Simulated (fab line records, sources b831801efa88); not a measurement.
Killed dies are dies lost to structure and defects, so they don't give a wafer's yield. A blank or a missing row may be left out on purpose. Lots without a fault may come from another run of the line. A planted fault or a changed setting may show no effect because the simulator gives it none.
Tool commonality check | flow sky130 | 12 lots, 36 wafers sampled

WHY IT WAS OPENED
At SKY_POLY_GATE_THK_MEAS_21 the reading POLY_GATE_OXIDATION_THK is flagged on 2 of 12 lots. Wafers without a fault read 4.03 nm, standard deviation 0.061.
Rule: a lot is flagged when every wafer of it that has a number lies more than 4 standard deviations from that mean, or none has a number. The other lots count as sound.

lot  | measured     | on            | POLY_GATE_OXIDATION_THK (nm), wafer by wafer | flag
L963 | day 16 10:32 | film_metro-03 | 4.11 3.99 4.16                               |
L964 | day 16 20:25 | film_metro-03 | 4.01 4.01 4.06                               |
L966 | day 17 14:26 | film_metro-02 | 3.92 3.98 4.04                               |
L967 | day 17 23:24 | film_metro-02 | 3.98 4.00 4.12                               |
L968 | day 18 09:20 | film_metro-02 | 4.08 4.05 3.96                               |
L969 | day 18 22:27 | film_metro-01 | 4.03 3.93 3.90                               |
L970 | day 20 05:24 | film_metro-03 | 4.01 4.04 3.97                               |
L971 | day 20 12:26 | film_metro-03 | 4.04 4.08 4.05                               |
L974 | day 21 03:35 | film_metro-03 | 6.64 6.58 6.51                               | FLAGGED
L975 | day 21 07:19 | film_metro-02 | 4.10 4.05 4.03                               |
L976 | day 21 15:26 | film_metro-01 | 6.73 6.71 6.72                               | FLAGGED
L978 | day 22 07:30 | film_metro-01 | 4.03 4.04 3.90                               |
The numbers of the flagged lots are 6.65 nm on average: +2.62 nm against the usual, or +43 standard deviations.

WHICH TOOL RAN EACH LOT
The record holds 2 process steps before the reading, out of a route of 708 steps. In each cell: the tool, then ch and the chambers that the sampled wafers went through, then the start.
lot  | flag    | SKY_GATE_OXIDE_STRIP_13              | SKY_POLY_GATE_OXIDATION_20
L963 |         | plasma_asher-03 ch 0,1, day 13 21:27 | furnace-02 ch 0, day 16 09:17
L964 |         | plasma_asher-03 ch 0,1, day 14 04:14 | furnace-02 ch 0, day 16 19:09
L966 |         | plasma_asher-02 ch 0,1, day 14 20:24 | furnace-02 ch 0, day 17 13:11
L967 |         | plasma_asher-02 ch 0,1, day 15 05:46 | furnace-01 ch 0, day 17 22:09
L968 |         | plasma_asher-03 ch 0,1, day 15 15:28 | furnace-02 ch 0, day 18 08:05
L969 |         | plasma_asher-02 ch 0,1, day 16 04:09 | furnace-01 ch 0, day 18 21:12
L970 |         | plasma_asher-01 ch 0,1, day 17 07:24 | furnace-01 ch 0, day 20 04:09
L971 |         | plasma_asher-01 ch 0,1, day 17 13:09 | furnace-01 ch 0, day 20 11:11
L974 | FLAGGED | plasma_asher-02 ch 0, day 18 05:18   | furnace-01 ch 0, day 21 00:48
L975 |         | plasma_asher-01 ch 0,1, day 18 10:32 | furnace-02 ch 0, day 21 06:03
L976 | FLAGGED | plasma_asher-03 ch 0, day 18 16:09   | furnace-01 ch 0, day 21 12:45
L978 |         | plasma_asher-03 ch 1, day 19 08:38   | furnace-02 ch 0, day 22 06:15
What these steps do:
- SKY_GATE_OXIDE_STRIP_13: strips in O2/N2.
- SKY_POLY_GATE_OXIDATION_20: stabilise 600 s, purge 300 s, target thk 4 nm.
- SKY_POLY_GATE_THK_MEAS_21

FLAGGED OVER TOTAL, TOOL BY TOOL (the gauges that took the reading come last)
step                       | tool            | lots run | flagged | share of the flagged lots | sound lots run after its first flagged lot
SKY_GATE_OXIDE_STRIP_13    | plasma_asher-01 | 3        | 0       | none                      | -
SKY_GATE_OXIDE_STRIP_13    | plasma_asher-02 | 4        | 1       | some                      | 0
SKY_GATE_OXIDE_STRIP_13    | plasma_asher-03 | 5        | 1       | some                      | 1 (L978)
SKY_POLY_GATE_OXIDATION_20 | furnace-01      | 6        | 2       | all                       | 0
SKY_POLY_GATE_OXIDATION_20 | furnace-02      | 6        | 0       | none                      | -
SKY_POLY_GATE_THK_MEAS_21  | film_metro-01   | 3        | 1       | some                      | 1 (L978)
SKY_POLY_GATE_THK_MEAS_21  | film_metro-02   | 4        | 0       | none                      | -
SKY_POLY_GATE_THK_MEAS_21  | film_metro-03   | 5        | 1       | some                      | 0

WHAT THE TABLE ALLOWS
1 row of the table ran every flagged lot: furnace-01 at SKY_POLY_GATE_OXIDATION_20.
- furnace-01 at SKY_POLY_GATE_OXIDATION_20: 2 of its 6 lots flagged. Its last sound lot is L971 (day 20 11:11), its first flagged lot L974 (day 21 00:48): a fault that began between those two fits.
One tool is left: furnace-01 at SKY_POLY_GATE_OXIDATION_20.

WHAT THE SIMULATOR HAD PUT IN
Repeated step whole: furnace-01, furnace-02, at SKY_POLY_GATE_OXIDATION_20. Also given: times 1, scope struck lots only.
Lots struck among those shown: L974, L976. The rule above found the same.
